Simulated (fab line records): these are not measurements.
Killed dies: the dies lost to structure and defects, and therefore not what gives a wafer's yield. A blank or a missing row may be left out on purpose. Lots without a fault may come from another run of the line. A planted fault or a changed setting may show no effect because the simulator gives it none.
Lot-split experiment | flow gf180mcu | 23 wafers read across 5 lots, on a route 602 steps long

== THE SPLIT ITSELF ==
At GF_CONTACT_CVD_24 (deposits W, target thk 300 nm, time 90.339 s), the setting tempC was moved away from the recipe's 400 C on 8 of the 23 wafers read, by -2.8% to +3.0%. This setting was run at the recipe's value on the other wafers.

Split to reading: the file shows no intervening step.

== THE READING ==
CONTACT_W_RS, in ohm/sq, at GF_CONTACT_RS_MEAS_25 (measures by four-point-probe). A value of 0.381 ohm/sq with a standard deviation of 0.0051 ohm/sq is what fault-free wafers of this fab line usually give.

wafer  | tool, chamber at the split | tempC as run, C | against the recipe | CONTACT_W_RS, ohm/sq | against lot-mates on the recipe
L076.2 | cvdW-01, 1,1,0             | 400             | recipe             | 0.395                | -
L076.3 | cvdW-01, 1,1,0             | 400             | recipe             | 0.389                | -
L076.4 | cvdW-01, 1,1,0             | 400             | recipe             | 0.396                | -
L077.1 | cvdW-02, 0                 | 400             | recipe             | 0.379                | -
L077.2 | cvdW-02, 0                 | 400             | recipe             | 0.373                | -
L077.3 | cvdW-02, 0                 | 400             | recipe             | 0.377                | -
L077.4 | cvdW-02, 0                 | 400             | recipe             | 0.375                | -
L077.5 | cvdW-02, 0                 | 400             | recipe             | 0.374                | -
L080.1 | cvdW-02, 1                 | 411.9           | +3.0%              | 0.311                | -0.066
L080.2 | cvdW-02, 0                 | 400             | recipe             | 0.375                | -
L080.3 | cvdW-02, 0                 | 400             | recipe             | 0.379                | -
L080.4 | cvdW-02, 1                 | 411.9           | +3.0%              | 0.312                | -0.065
L080.6 | cvdW-02, 1                 | 411.9           | +3.0%              | 0.310                | -0.067
L082.1 | cvdW-02, 0,0,1             | 405.8           | +1.4%              | 0.340                | -0.043
L082.2 | cvdW-02, 1                 | 400             | recipe             | 0.384                | -
L082.3 | cvdW-02, 0,0,1             | 405.8           | +1.4%              | 0.339                | -0.044
L082.4 | cvdW-02, 0,0,1             | 405.8           | +1.4%              | 0.343                | -0.040
L082.6 | cvdW-02, 1                 | 400             | recipe             | 0.383                | -
L083.2 | cvdW-01, 0,0,1             | 400             | recipe             | 0.385                | -
L083.3 | cvdW-01, 1,0               | 388.6           | -2.8%              | 0.470                | +0.087
L083.4 | cvdW-01, 0,0,1             | 400             | recipe             | 0.381                | -
L083.5 | cvdW-01, 0,0,1             | 400             | recipe             | 0.384                | -
L083.6 | cvdW-01, 1,0               | 388.6           | -2.8%              | 0.469                | +0.086
Where a row lists several chambers, the file gives one row for several wafers and doesn't say which wafer went through which chamber.

FIT RESULTS
A straight line over all 23 wafers: CONTACT_W_RS changes by -0.027 ohm/sq for each +1% of tempC; r = -0.98; the points scatter about the line by 0.0074 ohm/sq.
The same after taking each lot's own level away (the mean of its wafers on the recipe; 23 wafers): -0.0261 ohm/sq for each +1%; r = -0.99; scatter 0.006 ohm/sq.
On that fit, the largest move of tempC shifts the reading by 0.078 ohm/sq.
Measured against the standard deviation above, the lots' own levels, which go from 0.3756 to 0.3933 ohm/sq, span 3.5 times it.
So the lot-to-lot level changes the slope little: the two slopes agree.
Check: with one of the wafers moved furthest among these (+3.0%) left out of the fit, the line predicts -0.078 ohm/sq for it against its lot-mates. Against them it came out at -0.066 ohm/sq.

== ADDITIONAL SPLITS CARRIED BY THESE WAFERS ==
Other splits were also applied to these wafers ahead of the reading. Each is held against what the fit with the lots' levels taken away leaves over:
other split on the same wafers | wafers away from the commonest value | r with CONTACT_W_RS (lot level and that fit taken away)
GF_SALICIDE_SPUTTER_03 timeS   | 8                                    | +0.10
GF_CONTACT_CVD_00 sih4FlowSccm | 5                                    | +0.37

== THE FILE'S OWN FIT ==
CONTACT_W_RS changes by -0.0264 ohm/sq for each +1% of tempC, r = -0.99.
